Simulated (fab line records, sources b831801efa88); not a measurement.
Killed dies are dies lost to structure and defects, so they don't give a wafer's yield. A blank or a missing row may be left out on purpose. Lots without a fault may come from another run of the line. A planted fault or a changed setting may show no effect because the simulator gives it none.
Problem report in the 8D (eight disciplines) form, filled by code | flow gf180mcu | the parts of the form that need people (team, actions taken, sign-off) are left out

1. THE PROBLEM
chamber_pressure_mTorr at GF_M2_METAL_ETCH_16 reads a mean of 9.598 mTorr on 6 wafers of 2 lots; wafers without a fault read 8.000 mTorr with a standard deviation of 0.0075. That is +99 or more standard deviations from the usual mean.
The step: etches the open film in Cl2/BCl3, stops on SiO2, target depth 627.5 nm, time 104.6 s.
First seen on wafer L474.4, day 26 02:19, on rie_metal-03. The record holds 18 wafers of 6 lots with a number at this step. Rule for "out", or "out of limits": more than 4 standard deviations from the usual mean. The other wafers with a number count as sound.

2. WHAT IT IS AND WHAT IT IS NOT
question                    | is                     | is not
which readings at this step | chamber_pressure_mTorr | bcl3_flow_sccm, drypump_motor_current_A, throttle_valve_pct
which lots                  | L474, L476             | L462, L463, L467, L468
which wafers of those lots  | all that have a number | -
read on which tools         | rie_metal-03           | rie_metal-01, rie_metal-02
when                        | from day 26 02:19      | up to then (12 sound wafers)

3. SUSPECTS, AND WHAT RULES EACH OUT
Counting: a tool at a process step up to the reading stays a suspect if it ran every lot that is out and no sound lot after the first of them.
- rie_metal-03 at GF_M2_METAL_ETCH_16 (etches the open film in Cl2/BCl3, stops on SiO2, target depth 627.5 nm, time 104.6 s): kept. It ran every lot that is out, first L474 (day 26 02:19), and no sound lot after that; its last sound lot up to then is L468 (day 24 05:28). Its own readings are out on those wafers: chamber_pressure_mTorr.
Left after counting: rie_metal-03 at GF_M2_METAL_ETCH_16.

4. THE CAUSE (what the simulator had put in)
Process parameter drift: rie_metal-03, from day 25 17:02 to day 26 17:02, at GF_M2_METAL_ETCH_16. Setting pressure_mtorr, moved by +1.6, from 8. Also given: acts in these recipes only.
Counting left only this tool.

5. THE CHAIN OF EFFECTS, in route order
Each row: a reading whose mean over the struck wafers that have a number lies more than 3 standard deviations from the usual. Only readings for which the record gives a usual standard deviation are gone through. hours: the time from each lot's start at the first step in this table that gives one to its start at this step, as a median over the lots. sigmas: the change in usual standard deviations.
hours | step                | reading                | usual       | on struck wafers | change | sigmas
0     | GF_M2_METAL_ETCH_16 | chamber_pressure_mTorr | 8.000 mTorr | 9.598            | +1.598 | +99 or more
The process steps in it:
- GF_M2_METAL_ETCH_16: etches the open film in Cl2/BCl3, stops on SiO2, target depth 627.5 nm, time 104.6 s.

6. WHAT WOULD HAVE CAUGHT IT SOONER
In this record the first reading out of limits was taken at day 26 02:19, 9 hours after the fault began at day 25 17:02.
